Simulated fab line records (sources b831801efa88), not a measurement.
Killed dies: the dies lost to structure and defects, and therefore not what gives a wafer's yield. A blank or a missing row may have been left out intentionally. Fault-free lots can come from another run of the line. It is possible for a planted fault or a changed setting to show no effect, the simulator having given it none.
What tool caused it? -- flow gf180mcu -- 45 wafers from 15 lots sampled at 3 of the route's 602 steps

== WHAT THE GAUGES READ, wafer by wafer ==
GF_VT_IMPLANT_OVL_MEAS_07. Usual: VT_IMPLANT_OVL typically reads -0.3 nm, with standard deviation 1.8.
lot,measured,on,VT_IMPLANT_OVL (nm),flag
L988,day 5 23:07,overlay-01,-0.1 0.6 0.6,
L989,day 6 06:17,overlay-01,-1.4 0.7 -1.2,
L990,day 6 11:23,overlay-02,-1.5 1.3 -1.0,
L993,day 7 06:26,overlay-02,-1.4 -2.9 -1.9,
L994,day 7 10:31,overlay-02,-1.3 -1.4 -3.1,
L995,day 7 16:22,overlay-01,4.6 3.7 3.3,
L996,day 8 00:50,overlay-01,-1.7 -0.6 -1.0,
L998,day 8 09:25,overlay-02,0.2 0.1 -1.2,
L102,day 9 12:53,overlay-01,-1.3 1.1 1.2,
L103,day 9 19:11,overlay-02,2.8 2.5 2.7,
L104,day 10 00:04,overlay-01,2.7 -0.7 1.7,
L106,day 10 17:15,overlay-01,-1.0 -1.8 -1.0,
L107,day 10 19:22,overlay-01,-0.2 -0.6 -0.6,
L108,day 10 23:57,overlay-01,-0.3 -1.0 -1.5,
L109,day 11 07:17,overlay-02,0.6 2.1 0.7,

GF_VT_IMPLANT_OVL_MEAS_40. Usual: VT_IMPLANT_03_OVL typically reads -0.2 nm, with standard deviation 1.5.
lot,measured,on,VT_IMPLANT_03_OVL (nm),flag
L988,day 7 22:26,overlay-01,0.6 -0.3 1.5,
L989,day 8 06:08,overlay-02,0.8 0.0 -0.9,
L990,day 8 12:32,overlay-01,2.1 1.9 0.8,
L993,day 9 07:37,overlay-02,- - -,OFF
L994,day 9 13:13,overlay-02,- - -,OFF
L995,day 9 18:17,overlay-01,- - -,OFF
L996,day 10 03:35,overlay-01,2.3 -1.1 -0.1,
L998,day 10 13:43,overlay-02,-2.4 -0.1 -2.3,
L102,day 11 20:16,overlay-02,-1.5 1.0 -2.8,
L103,day 12 03:30,overlay-01,-0.7 -0.4 -0.5,
L104,day 12 07:26,overlay-01,-0.9 0.2 -1.1,
L106,day 13 02:08,overlay-02,-0.6 -0.4 -0.9,
L107,day 13 05:13,overlay-02,0.6 -1.4 -0.1,
L108,day 13 10:11,overlay-02,-0.4 -0.5 0.6,
L109,day 13 18:13,overlay-01,-1.3 0.5 -2.1,

== TOOL THAT RAN EACH LOT (tool first, then ch and the chambers of the sampled wafers, then the start) ==
lot,GF_VT_IMPLANT_DEVELOP_39
L988,"lithoTrack-01 ch 0, day 7 22:19"
L989,"lithoTrack-01 ch 0, day 8 06:01"
L990,"lithoTrack-03 ch 0, day 8 12:25"
L993,"lithoTrack-03, day 9 07:29"
L994,"lithoTrack-03, day 9 13:04"
L995,"lithoTrack-01, day 9 18:08"
L996,"lithoTrack-02 ch 0, day 10 03:27"
L998,"lithoTrack-02 ch 0, day 10 13:34"
L102,"lithoTrack-03 ch 0, day 11 20:08"
L103,"lithoTrack-01 ch 0, day 12 03:25"
L104,"lithoTrack-02 ch 0, day 12 07:17"
L106,"lithoTrack-03 ch 0, day 13 02:01"
L107,"lithoTrack-03 ch 0, day 13 05:05"
L108,"lithoTrack-02 ch 0, day 13 10:04"
L109,"lithoTrack-02 ch 0, day 13 18:04"
- GF_VT_IMPLANT_DEVELOP_39: develop time 60 s.

== WHAT THE TOOLS THEMSELVES READ (means of the sampled wafers that have a number; where no wafer has one, the mark that the record gives instead) ==
GF_VT_IMPLANT_DEVELOP_39. Usual: chillPlateTempC 22.99 C, standard deviation 0.095.
lot,tool,chillPlateTempC (C),flag
L988,lithoTrack-01,23.08,
L989,lithoTrack-01,23.01,
L990,lithoTrack-03,22.95,
L993,lithoTrack-03,-,OFF
L994,lithoTrack-03,-,OFF
L995,lithoTrack-01,-,OFF
L996,lithoTrack-02,23.05,
L998,lithoTrack-02,23.10,
L102,lithoTrack-03,23.09,
L103,lithoTrack-01,22.99,
L104,lithoTrack-02,23.06,
L106,lithoTrack-03,23.02,
L107,lithoTrack-03,22.99,
L108,lithoTrack-02,22.95,
L109,lithoTrack-02,22.94,

== THE ANSWER, worked out from the rows above alone ==
Rule: lot off if the mean of its wafers having a number is beyond 3 standard deviations from the usual mean. Also off: a lot with no number at a reading for which 4 or more lots have one. The other lots that the step has rows for count as sound. First the gauges in route order, then the tools' own readings, where a lot's mean is used as printed above. The first step at which some lot is off is used, and at that step the reading that is off furthest; a lot without a number counts as furthest.
Off: at GF_VT_IMPLANT_OVL_MEAS_40 (VT_IMPLANT_03_OVL), L993, L994, L995. Without a number there: L993, L994, L995.
A tool fits if, at a process step before that reading, it ran every lot that is off, and no sound lot after the first of them. Not tried: the gauges at GF_VT_IMPLANT_OVL_MEAS_40; whatever is off there is also off at GF_VT_IMPLANT_DEVELOP_39, on other tools, and gauge error can't account for it. None of those tried fits.

== WHAT HAD BEEN PUT IN BY THE SIMULATOR ==
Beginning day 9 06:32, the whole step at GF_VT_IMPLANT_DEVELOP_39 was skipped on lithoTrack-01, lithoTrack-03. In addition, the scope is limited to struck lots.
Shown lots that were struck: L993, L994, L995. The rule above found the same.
